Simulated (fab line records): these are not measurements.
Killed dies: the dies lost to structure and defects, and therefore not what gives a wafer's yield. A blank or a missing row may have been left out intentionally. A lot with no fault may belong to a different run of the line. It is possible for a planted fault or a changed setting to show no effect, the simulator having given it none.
Which of the tools did it? / flow gf180mcu / 12 lots, 36 wafers sampled, at 5 steps of a route of 602

## WHAT EACH GAUGE READ, for each wafer
GF_MIM_THK_MEAS_06. Usual: MIM_CVD_05_THK gives 42.0 nm (standard deviation 0.52).
lot=L912; measured=day 24 16:10; on=film-metro-04; MIM_CVD_05_THK (nm)=41.3 41.4 42.5; flag=
lot=L913; measured=day 24 22:29; on=film-metro-01; MIM_CVD_05_THK (nm)=42.8 41.9 42.3; flag=
lot=L914; measured=day 25 03:31; on=film-metro-01; MIM_CVD_05_THK (nm)=41.3 41.6 42.3; flag=
lot=L915; measured=day 25 10:29; on=film-metro-02; MIM_CVD_05_THK (nm)=41.5 39.6 42.3; flag=
lot=L916; measured=day 25 21:56; on=film-metro-01; MIM_CVD_05_THK (nm)=39.9 41.6 42.5; flag=
lot=L925; measured=day 28 20:13; on=film-metro-04; MIM_CVD_05_THK (nm)=42.8 42.1 42.8; flag=
lot=L926; measured=day 29 03:35; on=film-metro-04; MIM_CVD_05_THK (nm)=42.1 42.2 43.0; flag=
lot=L927; measured=day 29 10:08; on=film-metro-04; MIM_CVD_05_THK (nm)=40.6 41.1 41.9; flag=
lot=L931; measured=day 30 09:11; on=film-metro-01; MIM_CVD_05_THK (nm)=42.2 41.7 42.5; flag=
lot=L932; measured=day 30 21:26; on=film-metro-04; MIM_CVD_05_THK (nm)=41.6 41.3 42.4; flag=
lot=L933; measured=day 31 01:43; on=film-metro-04; MIM_CVD_05_THK (nm)=41.6 42.2 41.8; flag=
lot=L934; measured=day 31 12:00; on=film-metro-04; MIM_CVD_05_THK (nm)=42.3 42.6 42.1; flag=

GF_MIM_RS_MEAS_10: measures by four-point-probe. Usual: MIM_ALCU_RS gives 0.1603 ohm/sq (standard deviation 0.0017).
lot=L912; measured=day 24 16:20; on=film-metro-02; MIM_ALCU_RS (ohm/sq)=0.1616 0.1612 0.1588; flag=
lot=L913; measured=day 24 22:38; on=film-metro-01; MIM_ALCU_RS (ohm/sq)=0.1588 0.1608 0.1591; flag=
lot=L914; measured=day 25 03:41; on=film-metro-04; MIM_ALCU_RS (ohm/sq)=0.1620 0.1603 0.1607; flag=
lot=L915; measured=day 25 10:40; on=film-metro-01; MIM_ALCU_RS (ohm/sq)=0.1631 0.1613 0.1632; flag=
lot=L916; measured=day 25 22:06; on=film-metro-01; MIM_ALCU_RS (ohm/sq)=0.1615 0.1591 0.1608; flag=
lot=L925; measured=day 28 20:23; on=film-metro-01; MIM_ALCU_RS (ohm/sq)=0.1599 0.1613 0.1581; flag=
lot=L926; measured=day 29 03:45; on=film-metro-04; MIM_ALCU_RS (ohm/sq)=0.1616 0.1589 0.1597; flag=
lot=L927; measured=day 29 10:18; on=film-metro-02; MIM_ALCU_RS (ohm/sq)=0.1634 0.1617 0.1600; flag=
lot=L931; measured=day 30 09:20; on=film-metro-04; MIM_ALCU_RS (ohm/sq)=0.1635 0.1623 0.1629; flag=
lot=L932; measured=day 30 21:36; on=film-metro-01; MIM_ALCU_RS (ohm/sq)=0.1569 0.1586 0.1585; flag=
lot=L933; measured=day 31 01:53; on=film-metro-01; MIM_ALCU_RS (ohm/sq)=0.1635 0.1611 0.1634; flag=
lot=L934; measured=day 31 12:10; on=film-metro-04; MIM_ALCU_RS (ohm/sq)=0.1599 0.1603 0.1607; flag=

## EACH LOT AND THE TOOL THAT RAN IT (in order: tool; ch and the chambers of the sampled wafers; start)
lot=L912; GF_V4_CMP_04=cmp-02 ch 0,3, day 23 15:48; GF_MIM_CVD_05=pecvd-04 ch 0,2, day 24 16:08; GF_MIM_SPUTTER_08=pvd-sputter-01, day 24 16:16
lot=L913; GF_V4_CMP_04=cmp-01 ch 0,1,3, day 23 21:18; GF_MIM_CVD_05=pecvd-02 ch 0,1,2, day 24 22:27; GF_MIM_SPUTTER_08=pvd-sputter-01, day 24 22:35
lot=L914; GF_V4_CMP_04=cmp-01 ch 1,2, day 24 03:17; GF_MIM_CVD_05=pecvd-04 ch 0,2, day 25 03:29; GF_MIM_SPUTTER_08=pvd-sputter-01, day 25 03:37
lot=L915; GF_V4_CMP_04=cmp-01 ch 0,2, day 24 10:51; GF_MIM_CVD_05=pecvd-04 ch 1,2, day 25 10:26; GF_MIM_SPUTTER_08=pvd-sputter-03, day 25 10:34
lot=L916; GF_V4_CMP_04=cmp-01 ch 0,2,3, day 24 22:20; GF_MIM_CVD_05=pecvd-04 ch 1,2, day 25 21:54; GF_MIM_SPUTTER_08=pvd-sputter-01, day 25 22:02
lot=L925; GF_V4_CMP_04=cmp-02 ch 0,2,3, day 27 22:39; GF_MIM_CVD_05=pecvd-02 ch 0,1, day 28 20:10; GF_MIM_SPUTTER_08=pvd-sputter-04, day 28 20:19
lot=L926; GF_V4_CMP_04=cmp-02 ch 0,2, day 28 06:22; GF_MIM_CVD_05=pecvd-02 ch 1,2, day 29 03:32; GF_MIM_SPUTTER_08=pvd-sputter-01, day 29 03:40
lot=L927; GF_V4_CMP_04=cmp-01 ch 0,1, day 28 12:28; GF_MIM_CVD_05=pecvd-03 ch 0,1,2, day 29 10:06; GF_MIM_SPUTTER_08=pvd-sputter-01, day 29 10:14
lot=L931; GF_V4_CMP_04=cmp-02 ch 1,2,3, day 29 12:20; GF_MIM_CVD_05=pecvd-04 ch 0,1, day 30 09:08; GF_MIM_SPUTTER_08=pvd-sputter-04, day 30 09:17
lot=L932; GF_V4_CMP_04=cmp-01 ch 0,1,3, day 30 00:52; GF_MIM_CVD_05=pecvd-02 ch 0,1,2, day 30 21:24; GF_MIM_SPUTTER_08=pvd-sputter-03, day 30 21:32
lot=L933; GF_V4_CMP_04=cmp-01 ch 1,2, day 30 05:28; GF_MIM_CVD_05=pecvd-02 ch 0,1,2, day 31 01:39; GF_MIM_SPUTTER_08=pvd-sputter-01, day 31 01:47
lot=L934; GF_V4_CMP_04=cmp-02 ch 0,2,3, day 30 16:22; GF_MIM_CVD_05=pecvd-02 ch 0,1,2, day 31 11:57; GF_MIM_SPUTTER_08=pvd-sputter-04, day 31 12:05
- GF_V4_CMP_04: polishes SiO2.
- GF_MIM_CVD_05: deposits Si3N4, target thk 42 nm, time 29.086 s.
- GF_MIM_SPUTTER_08: material AlCu, target thk 200 nm, time 10.6 s.

## WHAT THE TOOLS THEMSELVES READ (means of the sampled wafers that have a number; where no wafer has one, the mark that the record gives instead)
GF_V4_CMP_04. Usual: edge-zone-pressure-frac 1.000, standard deviation 0.005; motor-current-A 12.8 A, standard deviation 1.3; time-to-endpoint-s 79 s, standard deviation 5.9.
lot=L912; tool=cmp-02; edge-zone-pressure-frac=1.001; motor-current-A (A)=12.2; time-to-endpoint-s (s)=85; flag=
lot=L913; tool=cmp-01; edge-zone-pressure-frac=1.002; motor-current-A (A)=11.8; time-to-endpoint-s (s)=82; flag=
lot=L914; tool=cmp-01; edge-zone-pressure-frac=1.003; motor-current-A (A)=13.4; time-to-endpoint-s (s)=77; flag=
lot=L915; tool=cmp-01; edge-zone-pressure-frac=1.003; motor-current-A (A)=11.1; time-to-endpoint-s (s)=82; flag=
lot=L916; tool=cmp-01; edge-zone-pressure-frac=0.999; motor-current-A (A)=12.2; time-to-endpoint-s (s)=84; flag=
lot=L925; tool=cmp-02; edge-zone-pressure-frac=1.008; motor-current-A (A)=12.6; time-to-endpoint-s (s)=79; flag=
lot=L926; tool=cmp-02; edge-zone-pressure-frac=0.997; motor-current-A (A)=12.5; time-to-endpoint-s (s)=82; flag=
lot=L927; tool=cmp-01; edge-zone-pressure-frac=1.001; motor-current-A (A)=11.0; time-to-endpoint-s (s)=83; flag=
lot=L931; tool=cmp-02; edge-zone-pressure-frac=0.994; motor-current-A (A)=13.4; time-to-endpoint-s (s)=75; flag=
lot=L932; tool=cmp-01; edge-zone-pressure-frac=1.003; motor-current-A (A)=11.9; time-to-endpoint-s (s)=82; flag=
lot=L933; tool=cmp-01; edge-zone-pressure-frac=0.999; motor-current-A (A)=13.3; time-to-endpoint-s (s)=81; flag=
lot=L934; tool=cmp-02; edge-zone-pressure-frac=0.999; motor-current-A (A)=12.7; time-to-endpoint-s (s)=88; flag=

GF_MIM_CVD_05. Usual: heater-power-w 606 W, standard deviation 59; run-length-s 56.9 s, standard deviation 0.42.
lot=L912; tool=pecvd-04; heater-power-w (W)=562; run-length-s (s)=57.1; flag=
lot=L913; tool=pecvd-02; heater-power-w (W)=652; run-length-s (s)=57.2; flag=
lot=L914; tool=pecvd-04; heater-power-w (W)=529; run-length-s (s)=57.3; flag=
lot=L915; tool=pecvd-04; heater-power-w (W)=627; run-length-s (s)=56.6; flag=
lot=L916; tool=pecvd-04; heater-power-w (W)=524; run-length-s (s)=56.4; flag=
lot=L925; tool=pecvd-02; heater-power-w (W)=618; run-length-s (s)=57.2; flag=
lot=L926; tool=pecvd-02; heater-power-w (W)=625; run-length-s (s)=56.7; flag=
lot=L927; tool=pecvd-03; heater-power-w (W)=590; run-length-s (s)=56.6; flag=
lot=L931; tool=pecvd-04; heater-power-w (W)=553; run-length-s (s)=56.8; flag=
lot=L932; tool=pecvd-02; heater-power-w (W)=620; run-length-s (s)=56.9; flag=
lot=L933; tool=pecvd-02; heater-power-w (W)=645; run-length-s (s)=57.0; flag=
lot=L934; tool=pecvd-02; heater-power-w (W)=629; run-length-s (s)=56.9; flag=

GF_MIM_SPUTTER_08. Usual: throttle-valve-pct at 30.1 %, with a standard deviation of 1.2.
lot=L912; tool=pvd-sputter-01; throttle-valve-pct (%)=30.5; flag=
lot=L913; tool=pvd-sputter-01; throttle-valve-pct (%)=29.7; flag=
lot=L914; tool=pvd-sputter-01; throttle-valve-pct (%)=28.8; flag=
lot=L915; tool=pvd-sputter-03; throttle-valve-pct (%)=30.3; flag=
lot=L916; tool=pvd-sputter-01; throttle-valve-pct (%)=30.8; flag=
lot=L925; tool=pvd-sputter-04; throttle-valve-pct (%)=29.6; flag=
lot=L926; tool=pvd-sputter-01; throttle-valve-pct (%)=29.6; flag=
lot=L927; tool=pvd-sputter-01; throttle-valve-pct (%)=29.5; flag=
lot=L931; tool=pvd-sputter-04; throttle-valve-pct (%)=29.1; flag=
lot=L932; tool=pvd-sputter-03; throttle-valve-pct (%)=30.1; flag=
lot=L933; tool=pvd-sputter-01; throttle-valve-pct (%)=28.7; flag=
lot=L934; tool=pvd-sputter-04; throttle-valve-pct (%)=29.7; flag=

## THE ANSWER, worked out from the rows above alone
Rule: lot off if the mean of its wafers having a number is beyond 3 standard deviations from the usual mean. Also off: a lot with no number at a reading for which 4 or more lots have one. The other lots that the step has rows for count as sound. The gauges are gone through in route order, then the tools' own readings, and for those a lot's mean is taken as printed above. At the first step where some lot is off, the reading lying furthest off is the one used; lots without a number count as furthest.
None of the lots is off at any reading shown; this tells nothing.

## WHAT THE SIMULATOR HAD INSERTED
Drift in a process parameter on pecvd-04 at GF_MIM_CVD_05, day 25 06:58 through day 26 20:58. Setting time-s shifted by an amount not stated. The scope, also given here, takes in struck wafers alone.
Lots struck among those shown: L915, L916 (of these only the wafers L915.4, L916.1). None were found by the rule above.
